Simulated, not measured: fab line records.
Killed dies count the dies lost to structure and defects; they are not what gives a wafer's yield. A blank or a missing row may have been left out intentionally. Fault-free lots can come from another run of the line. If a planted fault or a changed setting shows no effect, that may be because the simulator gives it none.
Which tool is to blame? | flow gf180mcu | 13 lots, 37 wafers sampled, at 5 steps of a route of 602

## WHAT EACH GAUGE READ, for each wafer
GF_M4_RS_MEAS_05: uses a four-point probe to measure. Usual: for M4_ALCU_RS the level is 0.0699 ohm/sq and the standard deviation is 0.00098.
lot  | measured     | on            | M4_ALCU_RS (ohm/sq)  | flag
L562 | day 22 11:57 | film_metro-04 | 0.0709 0.0683 0.0707 |
L563 | day 22 19:52 | film_metro-03 | 0.0687 0.0681 0.0696 |
L565 | day 23 09:45 | film_metro-03 | 0.0695 0.0688 0.0697 |
L566 | day 23 22:24 | film_metro-03 | 0.0706 0.0710 0.0716 |
L571 | day 25 17:23 | film_metro-01 | 0.0711 0.0715        |
L572 | day 25 19:28 | film_metro-03 | 0.0695 0.0701        |
L577 | day 27 14:46 | film_metro-03 | 0.0695 0.0693 0.0687 |
L580 | day 28 10:11 | film_metro-04 | 0.0688 0.0692 0.0691 |
L581 | day 28 16:38 | film_metro-01 | 0.0708 0.0685 0.0686 |
L582 | day 28 19:43 | film_metro-01 | 0.0704 0.0711 0.0694 |
L583 | day 29 03:33 | film_metro-01 | 0.0731 0.0711 0.0717 |
L584 | day 29 11:10 | film_metro-03 | 0.0702 0.0701 0.0692 |
L585 | day 29 18:32 | film_metro-01 | 0.0714 0.0692 0.0699 |

GF_M4_CD_MEAS_14: the cd target is 280 nm. Usual: cd_nm at 280.5 nm, with a standard deviation of 1.5.
lot  | measured     | on        | cd_nm (nm)              | flag
L562 | day 23 10:34 | cd_sem-01 | 279.9 281.6 280.1       |
L563 | day 23 18:39 | cd_sem-02 | 278.2 277.5 278.0       |
L565 | day 24 07:44 | cd_sem-02 | 281.7 281.4 281.2       |
L566 | day 24 20:30 | cd_sem-02 | 280.3 278.0 278.5       |
L571 | day 26 13:57 | cd_sem-02 | 277.8 257.0 278.3 256.6 | OFF
L572 | day 26 16:23 | cd_sem-02 | 280.8 258.6 280.9 258.4 | OFF
L577 | day 28 09:34 | cd_sem-01 | 278.4 277.5 279.4       |
L580 | day 29 05:06 | cd_sem-02 | 278.4 278.1 280.6       |
L581 | day 29 11:24 | cd_sem-01 | 279.6 280.4 279.4       |
L582 | day 29 14:30 | cd_sem-02 | 281.6 282.3 280.0       |
L583 | day 29 22:01 | cd_sem-02 | 281.0 281.7 282.4       |
L584 | day 30 05:20 | cd_sem-02 | 283.3 282.7 283.5       |
L585 | day 30 13:15 | cd_sem-02 | 281.3 281.9 281.7       |

## EACH LOT AND THE TOOL THAT RAN IT (in order: tool; ch and the chambers of the sampled wafers; start)
lot  | GF_V3_ETCH_16                      | GF_M4_SPUTTER_01             | GF_M4_EXPOSE_11
L562 | rie_diel-03 ch 0,1,2, day 22 10:22 | pvd_sputter-04, day 22 11:49 | krf_scanner-02 ch 0, day 22 23:20
L563 | rie_diel-02 ch 0,1, day 22 18:16   | pvd_sputter-03, day 22 19:45 | krf_scanner-01 ch 0, day 23 07:34
L565 | rie_diel-03 ch 0,1,3, day 23 08:07 | pvd_sputter-01, day 23 09:38 | krf_scanner-01 ch 0, day 23 20:46
L566 | rie_diel-03 ch 0,2,3, day 23 20:48 | pvd_sputter-04, day 23 22:17 | krf_scanner-01 ch 0, day 24 09:54
L571 | rie_diel-04 ch 0,3, day 25 15:49   | pvd_sputter-04, day 25 17:16 | krf_scanner-01 ch 0, day 26 04:01
L572 | rie_diel-02 ch 0,3, day 25 17:34   | pvd_sputter-03, day 25 19:21 | krf_scanner-01 ch 0, day 26 06:00
L577 | rie_diel-04 ch 0,3, day 27 12:49   | pvd_sputter-03, day 27 14:38 | krf_scanner-02 ch 0, day 28 00:17
L580 | rie_diel-02 ch 0,1,3, day 28 08:36 | pvd_sputter-01, day 28 10:04 | krf_scanner-02 ch 0, day 28 19:31
L581 | rie_diel-02 ch 0,1,2, day 28 15:03 | pvd_sputter-01, day 28 16:31 | krf_scanner-02 ch 0, day 29 02:21
L582 | rie_diel-04 ch 0,2,3, day 28 17:48 | pvd_sputter-04, day 28 19:36 | krf_scanner-01 ch 0, day 29 05:46
L583 | rie_diel-02 ch 1,2, day 29 01:49   | pvd_sputter-04, day 29 03:23 | krf_scanner-01 ch 0, day 29 12:55
L584 | rie_diel-02 ch 0,2, day 29 09:12   | pvd_sputter-04, day 29 11:00 | krf_scanner-02 ch 0, day 29 20:22
L585 | rie_diel-02 ch 1, day 29 16:53     | pvd_sputter-01, day 29 18:24 | krf_scanner-01 ch 0, day 30 04:31
- GF_V3_ETCH_16: etches BARC in N2/H2.
- GF_M4_SPUTTER_01: material TiN, target thk 30 nm, time 25 s.
- GF_M4_EXPOSE_11: exposes mask Metal4, target cd 280 nm.

## AS READ BY THE TOOLS THEMSELVES (means over the sampled wafers that have a number; for cases with no such wafer, the mark the record gives instead)
GF_V3_ETCH_16. Usual: drypump_motor_current_A 5.7 A, standard deviation 0.36; oes_product_au 0.855 a.u., standard deviation 0.0045; throttle_valve_pct 13.225 %, standard deviation 0.0088.
lot  | tool        | drypump_motor_current_A (A) | oes_product_au (a.u.) | throttle_valve_pct (%) | flag
L562 | rie_diel-03 | 5.8                         | 0.856                 | 13.220                 |
L563 | rie_diel-02 | 5.4                         | 0.856                 | 13.231                 |
L565 | rie_diel-03 | 5.8                         | 0.856                 | 13.235                 |
L566 | rie_diel-03 | 5.8                         | 0.850                 | 13.222                 |
L571 | rie_diel-04 | 5.4                         | 0.863                 | 13.237                 |
L572 | rie_diel-02 | 5.9                         | 0.857                 | 13.229                 |
L577 | rie_diel-04 | 5.5                         | 0.854                 | 13.235                 |
L580 | rie_diel-02 | 5.7                         | 0.854                 | 13.224                 |
L581 | rie_diel-02 | 5.8                         | 0.852                 | 13.219                 |
L582 | rie_diel-04 | 5.5                         | 0.852                 | 13.228                 |
L583 | rie_diel-02 | 6.0                         | 0.852                 | 13.232                 |
L584 | rie_diel-02 | 5.9                         | 0.855                 | 13.231                 |
L585 | rie_diel-02 | 5.3                         | 0.859                 | 13.228                 |

GF_M4_SPUTTER_01. Usual: throttle_valve_pct at 30.2 %, with a standard deviation of 1.
lot  | tool           | throttle_valve_pct (%) | flag
L562 | pvd_sputter-04 | 31.3                   |
L563 | pvd_sputter-03 | 30.1                   |
L565 | pvd_sputter-01 | 30.6                   |
L566 | pvd_sputter-04 | 30.9                   |
L571 | pvd_sputter-04 | 31.9                   |
L572 | pvd_sputter-03 | 29.8                   |
L577 | pvd_sputter-03 | 29.9                   |
L580 | pvd_sputter-01 | 29.5                   |
L581 | pvd_sputter-01 | 30.0                   |
L582 | pvd_sputter-04 | 30.9                   |
L583 | pvd_sputter-04 | 30.7                   |
L584 | pvd_sputter-04 | 30.4                   |
L585 | pvd_sputter-01 | 30.2                   |

## THE ANSWER, worked out from the rows above alone
Rule: take the mean of a lot's wafers that have a number; if it is more than 3 standard deviations from the usual mean, the lot is off. Also off: a lot with no number at a reading for which 4 or more lots have one. The other lots that the step has rows for count as sound. After the gauges, taken in route order, come the tools' own readings; for these a lot's mean is taken, as printed above. The first step at which some lot is off is used, and at that step the reading that is off furthest; a lot without a number counts as furthest.
Off at GF_M4_CD_MEAS_14 (cd_nm): L571, L572.
If a tool, at a process step before that reading, ran all the lots that are off and no sound lot after the first of them, it fits. Gauges at GF_M4_CD_MEAS_14: tried the same way as those tools. Not one of the candidates tried fits.

## WHAT HAD BEEN PUT IN BY THE SIMULATOR
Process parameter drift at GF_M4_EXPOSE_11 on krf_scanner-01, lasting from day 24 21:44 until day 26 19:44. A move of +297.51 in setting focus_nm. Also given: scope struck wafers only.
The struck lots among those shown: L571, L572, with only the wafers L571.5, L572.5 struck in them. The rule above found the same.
